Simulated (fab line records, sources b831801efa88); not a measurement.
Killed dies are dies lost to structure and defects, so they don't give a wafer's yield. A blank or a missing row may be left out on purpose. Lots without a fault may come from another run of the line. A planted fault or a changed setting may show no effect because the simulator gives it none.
fab line records | flow gf180mcu
record lots=5 wafers=15 last_day=34
route steps=602 shown V3@429 M4@456
lots that met no fault: from a run of the same line without faults
start_h: hours from the record's first day to the start of the lot's first wafer shown | wait_h: hours since the lot's step before | " the same as in the row above | L1.1+2: a row that stands for several wafers | - no value, or no start given | * or withheld: withheld | < > ~ a bound
route shown NAME@n: a module of which the file shows steps, and the number in the route of the first | usual: mean/standard deviation of fault-free wafers | same: alike in all rows | chamber/n: place in a boat | sites: the reading at each site | _std_site: their standard deviation | _edge_site: outer sites' mean less inner sites' | radius_mm: how far each site lies from the wafer's centre | mask NAME#n: copy n | behind: the tool/chamber that last shaped the wafer | hold: why the lot was held/for how many hours/how that ended | device: the transistor (n, p or np) that didn't switch | end of line: the same wafers' tests at the end of the route | a step without rows: its recipe alone | killed: dies lost to structure and defects at the first sort, not the wafer's yield | map: a wafer's dies, x killed, . not, _ none there
set.NAME: the setting as run; set.NAME@STEP: as run at that earlier step | model.NAME: the simulator's own value behind a step, which no gauge read
lots at some steps of the route; a table a step, a row a wafer
services: from which hour (start_h, from the record's first day; less than 0 if before it) a tool's chamber was out of use, for how many hours, and why
## steps
# step GF_V3_CVD_00
# recipe material=SiO2 target_thk_nm=600 sigma_open_frac=0.3 temp_c=400 time_s=100 sih4_flow_sccm=60 pressure_mtorr=6
# usual susceptor_temp_C=400.00/0.24
# same time_s=100
# columns lot.wafer tool chamber start_h wait_h susceptor_temp_C
L075.1 hdpcvd-02 0 494.51 0.0 400.14
L075.2 " 2 " " 399.89
L075.6 " 2 " " 400.08
L082.1 hdpcvd-02 0 575.39 0.0 400.33
L082.5 " 1 " " 400.02
L082.6 " 0 " " 400.29
L086.1 hdpcvd-02 2 592.61 0.0 399.64
L086.2 " 0 " " 399.69
L086.4 " 0 " " 399.67
L089.2 hdpcvd-01 1 617.80 0.0 399.83
L089.3 " 2 " " 400.34
L089.5 " 0 " " 400.29
L095.1 hdpcvd-02 0 667.73 0.0 399.63
L095.3 " 1 " " 399.94
L095.5 " 1 " " 400.04
# step GF_V3_THK_MEAS_01
# recipe reads=SiO2_of_V3_CVD_00
# usual V3_CVD_00_THK=603/6.5
# columns lot.wafer tool chamber start_h wait_h V3_CVD_00_THK[nm]
L075.1 film_metro-01 - 494.59 0.0 610
L075.2 " - " " 602
L075.6 " - " " 599
L082.1 film_metro-01 - 575.47 0.0 618
L082.5 " - " " 605
L082.6 " - " " 617
L086.1 film_metro-03 - 592.68 0.0 604
L086.2 " - " " 600
L086.4 " - " " 605
L089.2 film_metro-01 - 617.89 0.0 605
L089.3 " - " " 607
L089.5 " - " " 608
L095.1 film_metro-03 - 667.80 0.0 613
L095.3 " - " " 597
L095.5 " - " " 605
# step GF_V3_CVD_02
# recipe material=SiO2 target_thk_nm=850 precursor=TEOS temp_c=400 time_s=94.851 rf_w=600
# usual heater_power_w=681/140 susceptor_temp_C=400.00/0.2
# same time_s=94.851
# columns lot.wafer tool chamber start_h wait_h heater_power_w susceptor_temp_C
L075.1 pecvd-04 1 494.65 0.1 575 400.01
L075.2 " 0 " " 522 399.96
L075.6 " 2 " " 591 400.12
L082.1 pecvd-04 0 575.53 0.1 572 400.14
L082.5 " 0 " " 611 400.01
L082.6 " 1 " " 594 399.75
L086.1 pecvd-02 1 592.74 0.1 731 400.07
L086.2 " 0 " " 643 400.02
L086.4 " 2 " " 897 400.12
L089.2 pecvd-04 1 617.94 0.0 570 399.97
L089.3 " 0 " " 576 400.01
L089.5 " 2 " " 585 399.86
L095.1 pecvd-02 1 667.86 0.1 768 400.21
L095.3 " 0 " " 660 400.06
L095.5 " 2 " " 1094 400.14
# step GF_V3_THK_MEAS_03
# recipe reads=SiO2_of_V3_CVD_02
# usual V3_CVD_02_THK=851/11
# columns lot.wafer tool chamber start_h wait_h V3_CVD_02_THK[nm]
L075.1 film_metro-03 - 494.71 0.0 847
L075.2 " - " " 859
L075.6 " - " " 870
L082.1 film_metro-03 - 575.59 0.0 833
L082.5 " - " " 860
L082.6 " - " " 857
L086.1 film_metro-04 - 592.81 0.0 840
L086.2 " - " " 845
L086.4 " - " " 859
L089.2 film_metro-04 - 618.02 0.0 837
L089.3 " - " " 856
L089.5 " - " " 861
L095.1 film_metro-03 - 667.93 0.0 839
L095.3 " - " " 834
L095.5 " - " " 853
# step GF_V3_CMP_04
# recipe material=SiO2 down_force_psi=4 platen_rpm=60 pad_velocity_m_s=0.94248
# usual head_pressure_psi=3.999/0.0089 motor_current_A=12.5/0.86 time_to_endpoint_s=82/4.6
# columns lot.wafer tool chamber start_h wait_h head_pressure_psi motor_current_A time_to_endpoint_s
L075.1 cmp-02 0 494.87 0.1 4.018 12.7 77
L075.2 " 1 " " 4.002 14.3 83
L075.6 " 2 " " 3.991 12.6 84
L082.1 cmp-01 3 575.70 0.1 3.982 11.4 78
L082.5 " 2 " " 3.990 12.0 89
L082.6 " 3 " " 3.988 11.0 85
L086.1 cmp-01 2 592.87 0.1 4.002 11.9 76
L086.4 " 3 " " 3.994 11.2 85
L086.2 " 1 " " 3.994 13.2 78
L089.3 cmp-02 2 618.07 0.0 3.992 13.5 85
L089.2 " 3 " " 4.014 12.0 76
L089.5 " 3 " " 4.016 13.2 85
L095.1 cmp-02 2 668.04 0.1 4.001 13.7 80
L095.3 " 0 " " 3.993 12.5 75
L095.5 " 2 " " 4.000 13.8 85
# step GF_V3_BOW_MEAS_05
# recipe mode=bow
# usual V3_BOW=115/8.6
# columns lot.wafer tool chamber start_h wait_h V3_BOW[um]
L075.1 film_metro-01 - 495.07 0.1 115
L075.2 " - " " 121
L075.6 " - " " 116
L082.1 film_metro-01 - 575.95 0.2 115
L082.5 " - " " 120
L082.6 " - " " 110
L086.1 film_metro-04 - 593.17 0.2 113
L086.2 " - " " 112
L086.4 " - " " 121
L089.2 film_metro-04 - 618.39 0.2 107
L089.3 " - " " 104
L089.5 " - " " 114
L095.1 film_metro-03 - 668.29 0.2 110
L095.3 " - " " 130
L095.5 " - " " 125
# step GF_V3_DEHYDRATE_06
# recipe temp_c=200 time_s=60
# same time_s=60
# columns lot.wafer tool chamber start_h wait_h
L075.1+2+6 litho_track-01 0 506.15 11.1
L082.1+5+6 litho_track-02 0 585.52 9.5
L086.1+2+4 litho_track-03 0 603.36 10.2
L089.2+3+5 litho_track-02 0 627.84 9.4
L095.1+3+5 litho_track-02 0 677.32 9.0
# step GF_V3_HMDS_07
# recipe prime_time_s=60 prime_temp_c=120
# columns lot.wafer tool chamber start_h wait_h
L075.1+2+6 litho_track-01 0 506.30 0.1
L082.1+5+6 litho_track-02 0 585.67 0.1
L086.1+2+4 litho_track-03 0 603.51 0.1
L089.2+3+5 litho_track-02 0 627.99 0.1
L095.1+3+5 litho_track-02 0 677.47 0.1
# step GF_V3_COAT_08
# recipe resist=BARC temp_c=withheld time_s=withheld spin_rpm=withheld resist_thk_nm=withheld
# columns lot.wafer tool chamber start_h wait_h
L075.1+2+6 litho_track-01 0 506.45 0.1
L082.1+5+6 litho_track-02 0 585.82 0.1
L086.1+2+4 litho_track-03 0 603.66 0.1
L089.2+3+5 litho_track-02 0 628.14 0.1
L095.1+3+5 litho_track-02 0 677.62 0.1
# step GF_V3_COAT_09
# recipe resist=KrF spin_rpm=withheld resist_thk_nm=1000
# columns lot.wafer tool chamber start_h wait_h
L075.1+2+6 litho_track-01 0 - -
L082.1+5+6 litho_track-02 0 - -
L086.1+2+4 litho_track-03 0 - -
L089.2+3+5 litho_track-02 0 - -
L095.1+3+5 litho_track-02 0 - -
# step GF_V3_SOFTBAKE_10
# recipe temp_c=131.2 time_s=60 resist=KrF
# same time_s=60
# columns lot.wafer tool chamber start_h wait_h
L075.1+2+6 litho_track-01 0 - -
L082.1+5+6 litho_track-02 0 - -
L086.1+2+4 litho_track-03 0 - -
L089.2+3+5 litho_track-02 0 - -
L095.1+3+5 litho_track-02 0 - -
# step GF_V3_EXPOSE_11
# recipe mask_id=Via3 target_cd_nm=260 na=0.68 source_shape=conventional sigma_outer=0.6 dose_mj=38
# columns lot.wafer tool chamber start_h wait_h mask
L075.1+2+6 krf_scanner-01 0 - - Via3#0
L082.1+5+6 krf_scanner-01 0 - - Via3#0
L086.1+2+4 krf_scanner-02 0 - - Via3#0
L089.2+3+5 krf_scanner-01 0 - - Via3#0
L095.1+3+5 krf_scanner-01 0 - - Via3#0
# step GF_V3_PEB_12
# recipe peb_temp_c=135 peb_time_s=90 resist=KrF
# columns lot.wafer tool chamber start_h wait_h
L075.1+2+6 litho_track-02 0 - -
L082.1+5+6 litho_track-03 0 - -
L086.1+2+4 litho_track-01 0 - -
L089.2+3+5 litho_track-01 0 - -
L095.1+3+5 litho_track-03 0 - -
# step GF_V3_DEVELOP_13
# recipe develop_time_s=60 resist=KrF dev_temp_c=21
# columns lot.wafer tool chamber start_h wait_h
L075.1+2+6 litho_track-02 0 518.52 0.2
L082.1+5+6 litho_track-03 0 596.36 0.2
L086.1+2+4 litho_track-01 0 613.50 0.2
L089.2+3+5 litho_track-01 0 638.88 0.2
L095.1+3+5 litho_track-03 0 687.41 0.2
# step GF_V3_CD_MEAS_14
# recipe target_cd_nm=260
# usual cd_nm=260.1/1
# columns lot.wafer tool chamber start_h wait_h cd_nm
L075.1 cd_sem-02 - 518.67 0.1 259.6
L075.2 " - " " 261.7
L075.6 " - " " 260.4
L082.1 cd_sem-02 - 596.59 0.2 261.3
L082.5 " - " " 260.9
L082.6 " - " " 260.9
L086.1 cd_sem-01 - 613.65 0.1 261.0
L086.2 " - " " 261.1
L086.4 " - " " 260.8
L089.2 cd_sem-02 - 639.02 0.1 259.5
L089.3 " - " " 260.3
L089.5 " - " " 260.8
L095.1 cd_sem-01 - 687.56 0.1 259.6
L095.3 " - " " 259.8
L095.5 " - " " 258.2
# step GF_V3_OVL_MEAS_15
# usual V3_OVL=-3/5.2
# columns lot.wafer tool chamber start_h wait_h V3_OVL[nm]
L075.1 overlay-02 - 518.79 0.1 -2
L075.2 " - " " -10
L075.6 " - " " -12
L082.1 overlay-02 - 596.71 0.1 -7
L082.5 " - " " -5
L082.6 " - " " -5
L086.1 overlay-01 - 613.77 0.1 -8
L086.2 " - " " -4
L086.4 " - " " -11
L089.2 overlay-02 - 639.13 0.1 0
L089.3 " - " " -1
L089.5 " - " " -6
L095.1 overlay-02 - 687.68 0.1 11
L095.3 " - " " 7
L095.5 " - " " 8
# step GF_V3_ETCH_16
# recipe chemistry=N2/H2 target_depth_a=withheld overetch_a=withheld time_s=withheld target=BARC ion_energy_ev=200 source_w=500 bias_w=100 pressure_mtorr=30 n2_flow_sccm=100 h2_flow_sccm=200
# usual drypump_motor_current_A=5.8/0.44 oes_product_au=0.853/0.0045 throttle_valve_pct=13.224/0.0089
# columns lot.wafer tool chamber start_h wait_h drypump_motor_current_A oes_product_au throttle_valve_pct
L075.1 rie_diel-01 3 518.82 0.0 6.0 0.850 13.204
L075.2 " 2 " " 6.2 0.855 13.227
L075.6 " 2 " " 6.2 0.860 13.223
L082.1 rie_diel-01 0 596.74 0.0 6.3 0.853 13.219
L082.5 " 0 " " 6.3 0.858 13.208
L082.6 " 3 " " 6.0 0.850 13.202
L086.1 rie_diel-04 3 613.81 0.0 5.2 0.845 13.223
L086.2 " 1 " " 6.0 0.851 13.234
L086.4 " 2 " " 5.7 0.854 13.224
L089.2 rie_diel-04 3 639.16 0.0 5.3 0.853 13.240
L089.3 " 2 " " 5.7 0.856 13.219
L089.5 " 2 " " 5.7 0.856 13.233
L095.1 rie_diel-04 3 687.72 0.0 5.2 0.855 13.218
L095.3 " 2 " " 5.7 0.857 13.220
L095.5 " 1 " " 5.9 0.849 13.232
# step GF_V3_ETCH_17
# recipe chemistry=C4F8/O2/Ar mask_material=KrF target=SiO2 stop_on=TiN source_w=1500 bias_w=1200 pressure_mtorr=40 c4f8_flow_sccm=withheld O2_flow_sccm=6 Ar_flow_sccm=300 time_s=withheld target_depth_a=6350
# usual oes_product_au=0.856/0.004
# columns lot.wafer tool chamber start_h wait_h oes_product_au
L075.1 rie_diel-01 3 - - 0.851
L075.2 " 2 " " 0.854
L075.6 " 2 " " 0.855
L082.1 rie_diel-01 0 - - 0.861
L082.5 " 0 " " 0.852
L082.6 " 3 " " 0.858
L086.1 rie_diel-04 3 - - 0.856
L086.2 " 1 " " 0.852
L086.4 " 2 " " 0.853
L089.2 rie_diel-04 3 - - 0.850
L089.3 " 2 " " 0.857
L089.5 " 2 " " 0.855
L095.1 rie_diel-04 3 - - 0.856
L095.3 " 2 " " 0.866
L095.5 " 1 " " 0.858
# step GF_V3_STRIP_18
# recipe chemistry=O2/N2 power_w=1400 pressure_mtorr=1500 platen_temp_c=250 o2_flow_sccm=3000 n2_flow_sccm=300 overash_fraction=0.5
# usual drypump_motor_current_A=6.0/0.35 heater_power_w=341/41 oes_product_au=0.591/0.0051
# columns lot.wafer tool chamber start_h wait_h drypump_motor_current_A heater_power_w oes_product_au rf_hours_counter_h
L075.1 plasma_asher-02 1 518.95 - 6.3 408 0.583 9
L075.2 " 0 " " 5.9 364 0.587 9
L075.6 " 1 " " 6.3 407 0.584 -
L082.1 plasma_asher-04 0 596.87 - 5.3 318 0.594 50
L082.5 " 1 " " 6.4 290 0.594 -
L082.6 " 0 " " 5.3 312 0.589 -
L086.1 plasma_asher-04 0 613.94 - 5.3 315 0.596 53
L086.2 " 1 " " 6.4 293 0.602 53
L086.4 " 1 " " 6.4 289 0.591 -
L089.2 plasma_asher-04 1 639.29 - 6.4 280 0.591 55
L089.3 " 1 " " 6.4 287 0.596 -
L089.5 " 0 " " 5.3 317 0.592 -
L095.1 plasma_asher-03 0 687.85 - 6.1 360 0.595 100
L095.3 " 0 " " 6.1 372 0.596 -
L095.5 " 0 " " 6.1 362 0.593 -
# step GF_V3_STRIP_19
# recipe chemistry=post_etch_residue_remover time_s=1200 temp_c=72.5
# same time_s=1200
# columns lot.wafer tool chamber start_h wait_h
L075.1+2+6 wet_bench-01 3 519.05 0.1
L082.1+5+6 wet_bench-04 3 596.97 0.1
L086.1+2+4 wet_bench-01 3 614.04 0.1
L089.2+3+5 wet_bench-04 0 639.39 0.1
L095.1+3+5 wet_bench-02 1 687.95 0.1
# step GF_V3_CLEAN_20
# recipe chemistry=DIW dry=n2_spin
# columns lot.wafer tool chamber start_h wait_h
L075.1+2+6 wet_bench-04 2 519.39 0.0
L082.1+5+6 wet_bench-01 2 597.31 0.0
L086.1+2+4 wet_bench-01 1 614.38 0.0
L089.2+3+5 wet_bench-01 2 639.76 0.0
L095.1+3+5 wet_bench-01 3 688.29 0.0
# step GF_V3_SPUTTER_21
# recipe material=Ti target_thk_nm=15 chamber_pressure_pa=5 power_w=2547 substrate_temp_c=200 time_s=80.02
# usual chamber_pressure_pa=5.001/0.0097 throttle_valve_pct=30.4/0.99
# same time_s=80.02
# columns lot.wafer tool chamber start_h wait_h chamber_pressure_pa throttle_valve_pct
L075.1 pvd_sputter-02 - 519.49 0.0 4.998 30.4
L075.2 " - " " 4.996 28.1
L075.6 " - " " 4.995 30.2
L082.1 pvd_sputter-02 - 597.50 0.0 5.002 30.5
L082.5 " - " " 4.997 30.1
L082.6 " - " " 4.979 31.4
L086.1 pvd_sputter-02 - 614.47 0.0 4.992 31.5
L086.2 " - " " 5.002 30.4
L086.4 " - " " 4.996 28.3
L089.2 pvd_sputter-02 - 639.85 0.0 4.977 28.0
L089.3 " - " " 5.010 30.8
L089.5 " - " " 5.012 30.1
L095.1 pvd_sputter-02 - 688.39 0.0 4.998 28.0
L095.3 " - " " 5.017 30.8
L095.5 " - " " 5.000 30.5
# step GF_V3_SPUTTER_22
# recipe material=TiN target_thk_nm=10 chamber_pressure_pa=5 power_w=4000 time_s=40
# usual chamber_pressure_pa=5.002/0.011 throttle_valve_pct=30.4/1
# same time_s=40
# columns lot.wafer tool chamber start_h wait_h chamber_pressure_pa throttle_valve_pct
L075.1 pvd_sputter-02 - 519.55 0.0 4.994 30.4
L075.2 " - " " 5.006 28.2
L075.6 " - " " 4.986 30.3
L082.1 pvd_sputter-02 - 597.56 0.0 5.017 30.6
L082.5 " - " " 5.021 30.5
L082.6 " - " " 5.004 31.4
L086.1 pvd_sputter-02 - 614.53 0.0 4.997 31.4
L086.2 " - " " 5.029 30.2
L086.4 " - " " 4.991 28.3
L089.2 pvd_sputter-02 - 639.91 0.0 4.998 28.0
L089.3 " - " " 5.006 30.4
L089.5 " - " " 5.006 30.1
L095.1 pvd_sputter-02 - 688.45 0.0 5.005 28.2
L095.3 " - " " 4.998 30.6
L095.5 " - " " 5.001 30.6
# step GF_V3_CVD_23
# recipe material=W target_thk_nm=350 time_s=104.9 temp_c=400 pressure_torr=40
# usual heater_power_w=949/140 susceptor_temp_C=399.95/0.24
# same time_s=104.9
# columns lot.wafer tool chamber start_h wait_h heater_power_w susceptor_temp_C
L075.1 cvd_w-01 1 519.59 0.0 971 399.80
L075.2 " 0 " " 1063 399.73
L075.6 " 0 " " 1037 399.72
L082.1 cvd_w-01 0 597.60 0.0 1095 399.90
L082.5 " 0 " " 1062 400.03
L082.6 " 0 " " 1068 399.88
L086.1 cvd_w-01 1 614.57 0.0 966 400.42
L086.2 " 0 " " 1090 399.97
L086.4 " 1 " " 966 399.68
L089.2 cvd_w-01 0 639.95 0.0 1060 400.25
L089.3 " 0 " " 1084 400.10
L089.5 " 1 " " 981 400.36
L095.1 cvd_w-01 1 688.49 0.0 1020 399.79
L095.3 " 1 " " 971 400.11
L095.5 " 0 " " 1107 400.04
# step GF_V3_RS_MEAS_24
# recipe thk_meas_gauge=four-point-probe reads=W_of_V3_CVD_23+TiN_of_V3_SPUTTER_22+Ti_of_V3_SPUTTER_21
# usual V3_W_RS=0.327/0.0031
# columns lot.wafer tool chamber start_h wait_h V3_W_RS[ohm/sq]
L075.1 film_metro-01 - 519.70 0.1 0.333
L075.2 " - " " 0.335
L075.6 " - " " 0.334
L082.1 film_metro-03 - 597.82 0.2 0.323
L082.5 " - " " 0.326
L082.6 " - " " 0.329
L086.1 film_metro-04 - 614.68 0.1 0.325
L086.2 " - " " 0.324
L086.4 " - " " 0.327
L089.2 film_metro-03 - 640.08 0.1 0.328
L089.3 " - " " 0.330
L089.5 " - " " 0.325
L095.1 film_metro-01 - 688.60 0.1 0.329
L095.3 " - " " 0.333
L095.5 " - " " 0.329
# step GF_V3_THK_MEAS_25
# recipe thk_meas_gauge=xrf reads=W_of_V3_CVD_23
# usual V3_W_THK=351/5.7
# columns lot.wafer tool chamber start_h wait_h V3_W_THK[nm]
L075.1 film_metro-01 - 519.82 0.1 344
L075.2 " - " " 341
L075.6 " - " " 344
L082.1 film_metro-03 - 597.94 0.1 350
L082.5 " - " " 345
L082.6 " - " " 343
L086.1 film_metro-04 - 614.80 0.1 360
L086.2 " - " " 358
L086.4 " - " " 354
L089.2 film_metro-03 - 640.19 0.1 346
L089.3 " - " " 343
L089.5 " - " " 349
L095.1 film_metro-01 - 688.72 0.1 350
L095.3 " - " " 345
L095.5 " - " " 349
# step GF_V3_CMP_26
# recipe stop_on=SiO2 down_force_psi=3.5 platen_rpm=60 t_overpolish_s=15 target_thk_nm=0 pad_velocity_m_s=0.94248
# usual head_pressure_psi=3.499/0.0089 motor_current_A=11.4/0.73 overpolish_run_s=15.000/0.0094 time_to_endpoint_s=86/3.3
# columns lot.wafer tool chamber start_h wait_h head_pressure_psi motor_current_A overpolish_run_s time_to_endpoint_s
L075.2 cmp-02 3 519.93 0.1 3.499 11.6 14.997 81
L075.1 " 0 " " 3.483 11.1 15.005 85
L075.6 " 2 " " 3.499 11.8 15.001 83
L082.1 cmp-02 3 598.00 0.1 3.497 11.0 15.001 83
L082.5 " 3 " " 3.490 10.9 14.996 85
L082.6 " 0 " " 3.503 11.2 14.993 82
L086.1 cmp-01 2 614.91 0.1 3.507 10.6 14.995 84
L086.2 " 3 " " 3.485 10.9 15.007 85
L086.4 " 0 " " 3.491 13.0 14.982 82
L089.3 cmp-01 2 640.34 0.1 3.516 11.4 14.995 84
L089.2 " 3 " " 3.496 11.0 15.005 84
L089.5 " 0 " " 3.499 12.6 14.997 89
L095.3 cmp-01 3 688.78 0.0 3.509 9.9 14.997 84
L095.1 " 1 " " 3.499 11.8 15.000 82
L095.5 " 3 " " 3.509 10.2 14.992 87
# step GF_M4_SPUTTER_00
# recipe material=Ti target_thk_nm=37.5 arriving_ion_energy_ev=80 substrate_temp_c=200 chamber_pressure_pa=2 power_w=4000 time_s=150
# usual chamber_pressure_pa=2.001/0.004 throttle_valve_pct=30.3/0.83
# same time_s=150
# columns lot.wafer tool chamber start_h wait_h chamber_pressure_pa throttle_valve_pct
L075.1 pvd_sputter-01 - 520.18 0.1 2.001 31.8
L075.2 " - " " 1.996 29.2
L075.6 " - " " 2.005 30.2
L082.1 pvd_sputter-04 - 598.30 0.2 2.003 31.1
L082.5 " - " " 2.003 31.2
L082.6 " - " " 1.993 30.8
L086.1 pvd_sputter-04 - 615.16 0.2 2.001 31.0
L086.2 " - " " 1.996 30.0
L086.4 " - " " 2.001 31.1
L089.2 pvd_sputter-03 - 640.54 0.1 1.998 29.8
L089.3 " - " " 1.996 29.0
L089.5 " - " " 1.998 29.3
L095.1 pvd_sputter-01 - 689.08 0.1 2.002 31.7
L095.3 " - " " 2.000 30.1
L095.5 " - " " 2.003 30.5
# step GF_M4_SPUTTER_01
# recipe material=TiN target_thk_nm=30 power_w=6500 time_s=25 chamber_pressure_pa=0.4
# usual chamber_pressure_pa=0.4002/0.00079 throttle_valve_pct=30.3/0.85
# same time_s=25
# columns lot.wafer tool chamber start_h wait_h chamber_pressure_pa throttle_valve_pct
L075.1 pvd_sputter-01 - 520.28 0.1 0.4013 32.0
L075.2 " - " " 0.3988 29.5
L075.6 " - " " 0.4003 30.2
L082.1 pvd_sputter-04 - 598.40 0.1 0.4004 30.9
L082.5 " - " " 0.4013 30.7
L082.6 " - " " 0.3997 31.1
L086.1 pvd_sputter-04 - 615.26 0.1 0.3993 30.8
L086.2 " - " " 0.4006 29.9
L086.4 " - " " 0.4006 31.3
L089.2 pvd_sputter-03 - 640.64 0.1 0.4002 30.4
L089.3 " - " " 0.3991 29.2
L089.5 " - " " 0.3999 29.2
L095.1 pvd_sputter-01 - 689.18 0.1 0.3993 32.0
L095.3 " - " " 0.4004 30.0
L095.5 " - " " 0.4000 30.3
# step GF_M4_SPUTTER_02
# recipe material=AlCu target_thk_nm=450 power_w=10600 time_s=23.9 chamber_pressure_pa=0.4
# usual chamber_pressure_pa=0.4000/0.00073 throttle_valve_pct=30.4/0.85
# same time_s=23.9
# columns lot.wafer tool chamber start_h wait_h chamber_pressure_pa throttle_valve_pct
L075.1 pvd_sputter-01 - 520.31 0.0 0.4018 31.8
L075.2 " - " " 0.3998 29.5
L075.6 " - " " 0.4005 30.2
L082.1 pvd_sputter-04 - 598.43 0.0 0.4003 31.1
L082.5 " - " " 0.4000 30.7
L082.6 " - " " 0.3999 30.7
L086.1 pvd_sputter-04 - 615.29 0.0 0.4003 30.8
L086.2 " - " " 0.3997 30.2
L086.4 " - " " 0.3999 31.3
L089.2 pvd_sputter-03 - 640.68 0.0 0.3994 30.3
L089.3 " - " " 0.3998 29.2
L089.5 " - " " 0.4002 28.9
L095.1 pvd_sputter-01 - 689.21 0.0 0.3995 31.8
L095.3 " - " " 0.4009 30.4
L095.5 " - " " 0.3998 30.4
# step GF_M4_SPUTTER_03
# recipe material=Ti target_thk_nm=10 substrate_temp_c=300 chamber_pressure_pa=0.3 power_w=3000 time_s=6.7
# usual chamber_pressure_pa=0.2999/0.0006 throttle_valve_pct=30.3/0.82
# same time_s=6.7
# columns lot.wafer tool chamber start_h wait_h chamber_pressure_pa throttle_valve_pct
L075.1 pvd_sputter-01 - 520.34 0.0 0.2991 31.9
L075.2 " - " " 0.2999 29.2
L075.6 " - " " 0.2999 30.3
L082.1 pvd_sputter-04 - 598.46 0.0 0.3003 31.2
L082.5 " - " " 0.2995 30.6
L082.6 " - " " 0.3008 31.0
L086.1 pvd_sputter-04 - 615.32 0.0 0.2991 31.3
L086.2 " - " " 0.3006 29.9
L086.4 " - " " 0.2992 31.0
L089.2 pvd_sputter-03 - 640.71 0.0 0.3003 30.0
L089.3 " - " " 0.3003 29.2
L089.5 " - " " 0.2996 29.0
L095.1 pvd_sputter-01 - 689.24 0.0 0.2994 32.0
L095.3 " - " " 0.2999 30.2
L095.5 " - " " 0.3005 30.5
# step GF_M4_SPUTTER_04
# recipe material=TiN target_thk_nm=50 power_w=6500 time_s=41.7 chamber_pressure_pa=0.4
# usual chamber_pressure_pa=0.4001/0.00082 throttle_valve_pct=30.3/0.85
# same time_s=41.7
# columns lot.wafer tool chamber start_h wait_h chamber_pressure_pa throttle_valve_pct
L075.1 pvd_sputter-01 - 520.36 0.0 0.4003 31.8
L075.2 " - " " 0.4012 29.2
L075.6 " - " " 0.4019 30.0
L082.1 pvd_sputter-04 - 598.48 0.0 0.3994 31.0
L082.5 " - " " 0.4000 30.5
L082.6 " - " " 0.4010 30.9
L086.1 pvd_sputter-04 - 615.34 0.0 0.4001 30.9
L086.2 " - " " 0.3998 29.8
L086.4 " - " " 0.4006 31.2
L089.2 pvd_sputter-03 - 640.73 0.0 0.3999 30.2
L089.3 " - " " 0.3979 28.8
L089.5 " - " " 0.3992 29.1
L095.1 pvd_sputter-01 - 689.26 0.0 0.3997 31.6
L095.3 " - " " 0.3996 30.3
L095.5 " - " " 0.3994 30.1
# step GF_M4_RS_MEAS_05
# recipe thk_meas_gauge=four-point-probe reads=TiN_of_M4_SPUTTER_04+Ti_of_M4_SPUTTER_03+AlCu_of_M4_SPUTTER_02+TiN_of_M4_SPUTTER_01+Ti_of_M4_SPUTTER_00
# usual M4_ALCU_RS=0.0697/0.00069
# columns lot.wafer tool chamber start_h wait_h M4_ALCU_RS[ohm/sq]
L075.1 film_metro-04 - 520.40 0.0 0.0702
L075.2 " - " " 0.0705
L075.6 " - " " 0.0707
L082.1 film_metro-04 - 598.52 0.0 0.0697
L082.5 " - " " 0.0692
L082.6 " - " " 0.0695
L086.1 film_metro-04 - 615.38 0.0 0.0691
L086.2 " - " " 0.0687
L086.4 " - " " 0.0694
L089.2 film_metro-04 - 640.79 0.0 0.0695
L089.3 " - " " 0.0694
L089.5 " - " " 0.0698
L095.1 film_metro-01 - 689.30 0.0 0.0686
L095.3 " - " " 0.0697
L095.5 " - " " 0.0688
# step GF_M4_THK_MEAS_06
# recipe thk_meas_gauge=xrf reads=AlCu_of_M4_SPUTTER_02
# usual M4_ALCU_THK=455/5.1
# columns lot.wafer tool chamber start_h wait_h M4_ALCU_THK[nm]
L075.1 film_metro-04 - 520.52 0.1 450
L075.2 " - " " 451
L075.6 " - " " 447
L082.1 film_metro-04 - 598.64 0.1 455
L082.5 " - " " 454
L082.6 " - " " 457
L086.1 film_metro-04 - 615.50 0.1 456
L086.2 " - " " 461
L086.4 " - " " 457
L089.2 film_metro-04 - 640.90 0.1 459
L089.3 " - " " 460
L089.5 " - " " 454
L095.1 film_metro-01 - 689.42 0.1 461
L095.3 " - " " 456
L095.5 " - " " 462
# step GF_M4_DEHYDRATE_07
# recipe temp_c=200 time_s=60
# same time_s=60
# columns lot.wafer tool chamber start_h wait_h
L075.1+2+6 litho_track-03 0 531.16 10.6
L082.1+5+6 litho_track-04 0 607.85 9.2
L086.1+2+4 litho_track-02 0 625.42 9.9
L089.2+3+5 litho_track-03 0 649.84 8.9
L095.1+3+5 litho_track-03 0 698.16 8.7
# step GF_M4_HMDS_08
# recipe prime_time_s=60 prime_temp_c=120
# columns lot.wafer tool chamber start_h wait_h
L075.1+2+6 litho_track-03 0 531.31 0.1
L082.1+5+6 litho_track-04 0 608.00 0.1
L086.1+2+4 litho_track-02 0 625.57 0.1
L089.2+3+5 litho_track-03 0 649.99 0.1
L095.1+3+5 litho_track-03 0 698.31 0.1
# step GF_M4_COAT_09
# recipe resist=KrF spin_rpm=withheld resist_thk_nm=1000
# columns lot.wafer tool chamber start_h wait_h
L075.1+2+6 litho_track-03 0 531.46 0.1
L082.1+5+6 litho_track-04 0 608.15 0.1
L086.1+2+4 litho_track-02 0 625.72 0.1
L089.2+3+5 litho_track-03 0 650.14 0.1
L095.1+3+5 litho_track-03 0 698.46 0.1
# step GF_M4_SOFTBAKE_10
# recipe temp_c=130 time_s=60 resist=KrF
# same time_s=60
# columns lot.wafer tool chamber start_h wait_h
L075.1+2+6 litho_track-03 0 531.61 0.1
L082.1+5+6 litho_track-04 0 608.30 0.1
L086.1+2+4 litho_track-02 0 625.87 0.1
L089.2+3+5 litho_track-03 0 650.29 0.1
L095.1+3+5 litho_track-03 0 698.61 0.1
## services
# columns tool chamber start_h hours kind
cmp-01 - 474.09 1.1 repair
krf_scanner-01 - 483.27 0.4 repair
krf_scanner-01 - 489.65 4.4 pm
pvd_sputter-02 - 495.76 2.2 repair
rie_diel-04 - 506.07 0.6 repair
cvd_w-01 - 520.52 2.8 pm
pvd_sputter-02 - 527.34 9.0 repair
cmp-01 - 559.92 1.8 repair
pvd_sputter-04 - 568.06 3.3 repair
cmp-02 - 572.14 4.0 pm
rie_diel-04 - 587.58 2.8 pm
cvd_w-01 1 596.44 2.7 repair
cmp-02 - 599.52 3.0 repair
cmp-01 - 604.98 0.5 repair
pvd_sputter-02 - 625.42 4.3 repair
pvd_sputter-03 - 633.40 2.4 repair
cmp-02 - 643.51 4.0 pm
cmp-02 - 657.36 1.0 repair
pvd_sputter-02 - 663.11 10.1 repair
cmp-01 - 675.88 2.8 repair
wet_bench-01 - 682.93 2.1 repair
cmp-01 - 684.00 3.3 repair
rie_diel-04 - 696.84 0.5 repair
pvd_sputter-03 - 697.76 2.2 repair
## key
fault none
